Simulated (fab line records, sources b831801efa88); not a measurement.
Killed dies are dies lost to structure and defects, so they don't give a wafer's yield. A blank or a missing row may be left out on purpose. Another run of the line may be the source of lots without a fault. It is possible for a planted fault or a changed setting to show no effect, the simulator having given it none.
Which tool was responsible? || flow sky130 || 12 lots, 36 wafers sampled, at 3 steps of a route of 708

WHAT THE GAUGES READ, wafer by wafer
SKY_VIA3_RS_MEAS_22: uses a four-point probe to measure.
{"lot": "L077", "measured": "day 40 05:19", "on": "film_metro-03", "VIA3_W_RS (ohm/sq)": "0.305 0.298 0.303"}
{"lot": "L076", "measured": "day 40 11:39", "on": "film_metro-03", "VIA3_W_RS (ohm/sq)": "0.293 0.293 0.296"}
{"lot": "L079", "measured": "day 41 00:23", "on": "film_metro-04", "VIA3_W_RS (ohm/sq)": "0.303 0.299 0.299"}
{"lot": "L081", "measured": "day 41 21:35", "on": "film_metro-02", "VIA3_W_RS (ohm/sq)": "0.296 0.295 0.299"}
{"lot": "L083", "measured": "day 42 06:50", "on": "film_metro-03", "VIA3_W_RS (ohm/sq)": "0.296 0.299 0.301"}
{"lot": "L085", "measured": "day 43 09:58", "on": "film_metro-02", "VIA3_W_RS (ohm/sq)": "0.300 0.302 0.299"}
{"lot": "L087", "measured": "day 43 15:27", "on": "film_metro-02", "VIA3_W_RS (ohm/sq)": "0.296 0.292 0.294"}
{"lot": "L089", "measured": "day 43 23:53", "on": "film_metro-03", "VIA3_W_RS (ohm/sq)": "0.302 0.296 0.298"}
{"lot": "L091", "measured": "day 44 11:10", "on": "film_metro-04", "VIA3_W_RS (ohm/sq)": "0.301 0.301 0.303"}
{"lot": "L093", "measured": "day 44 21:32", "on": "film_metro-04", "VIA3_W_RS (ohm/sq)": "0.295 0.295 0.300"}
{"lot": "L095", "measured": "day 45 14:00", "on": "film_metro-04", "VIA3_W_RS (ohm/sq)": "0.298 0.300 0.299"}
{"lot": "L097", "measured": "day 46 05:43", "on": "film_metro-03", "VIA3_W_RS (ohm/sq)": "0.305 0.297 0.302"}

WHAT TOOL EACH LOT RAN ON (gives the tool, then ch and the chambers of the sampled wafers, and finally the start)
{"lot": "L077", "SKY_VIA2_STRIP_16": "plasma_asher-04 ch 0,1, day 36 17:43", "SKY_CAPM_METAL_ETCH_13": "rie_metal-04 ch 0,1, day 37 21:49"}
{"lot": "L076", "SKY_VIA2_STRIP_16": "plasma_asher-02 ch 0,1, day 36 23:22", "SKY_CAPM_METAL_ETCH_13": "rie_metal-03 ch 0,1, day 38 03:55"}
{"lot": "L079", "SKY_VIA2_STRIP_16": "plasma_asher-04 ch 0,1, day 37 07:13", "SKY_CAPM_METAL_ETCH_13": "rie_metal-02 ch 0,1, day 38 11:59"}
{"lot": "L081", "SKY_VIA2_STRIP_16": "plasma_asher-04 ch 0,1, day 38 15:07", "SKY_CAPM_METAL_ETCH_13": "rie_metal-02 ch 0,1, day 39 18:46"}
{"lot": "L083", "SKY_VIA2_STRIP_16": "plasma_asher-03 ch 0,1, day 39 00:20", "SKY_CAPM_METAL_ETCH_13": "rie_metal-04 ch 0,1, day 40 03:55"}
{"lot": "L085", "SKY_VIA2_STRIP_16": "plasma_asher-04 ch 0,1, day 40 08:02", "SKY_CAPM_METAL_ETCH_13": "rie_metal-03 ch 0,1, day 41 08:16"}
{"lot": "L087", "SKY_VIA2_STRIP_16": "plasma_asher-02 ch 0,1, day 40 12:55", "SKY_CAPM_METAL_ETCH_13": "rie_metal-04 ch 0,1, day 41 13:13"}
{"lot": "L089", "SKY_VIA2_STRIP_16": "plasma_asher-03 ch 0,1, day 40 20:55", "SKY_CAPM_METAL_ETCH_13": "rie_metal-03 ch 0,1, day 41 22:08"}
{"lot": "L091", "SKY_VIA2_STRIP_16": "plasma_asher-04 ch 0,1, day 41 10:07", "SKY_CAPM_METAL_ETCH_13": "rie_metal-04 ch 1, day 42 10:49"}
{"lot": "L093", "SKY_VIA2_STRIP_16": "plasma_asher-03 ch 0,1, day 41 21:22", "SKY_CAPM_METAL_ETCH_13": "rie_metal-02 ch 1, day 42 22:22"}
{"lot": "L095", "SKY_VIA2_STRIP_16": "plasma_asher-02 ch 0,1, day 42 14:35", "SKY_CAPM_METAL_ETCH_13": "rie_metal-03 ch 0,1, day 43 14:47"}
{"lot": "L097", "SKY_VIA2_STRIP_16": "plasma_asher-03 ch 0,1, day 43 08:10", "SKY_CAPM_METAL_ETCH_13": "rie_metal-02 ch 0,1, day 44 08:04"}
- SKY_VIA2_STRIP_16: strips in O2/N2.
- SKY_CAPM_METAL_ETCH_13: etches TiN in Cl2/BCl3, stops on SiO2, target depth 220 nm, time 62.9 s.

THE ANSWER, worked out from the rows above alone
Rule: the lots themselves supply what counts as usual. The widest of any qualifying gaps counts: lots, ordered by their means at a reading, are off when they make up no more than a third of the lots, leave a main group of 4 or more, and stand apart from it by 3 or more times the standard deviation of that group's means. A main group whose means are all the same, to the digits that the tables above print for the reading, isn't used. A lot without any number at a reading at which 4 lots or more have one is off too. Any other lot the step has rows for is counted as sound.
Across all readings shown, no lot is off: no conclusion can be drawn from this.

WHAT HAD BEEN PUT IN BY THE SIMULATOR
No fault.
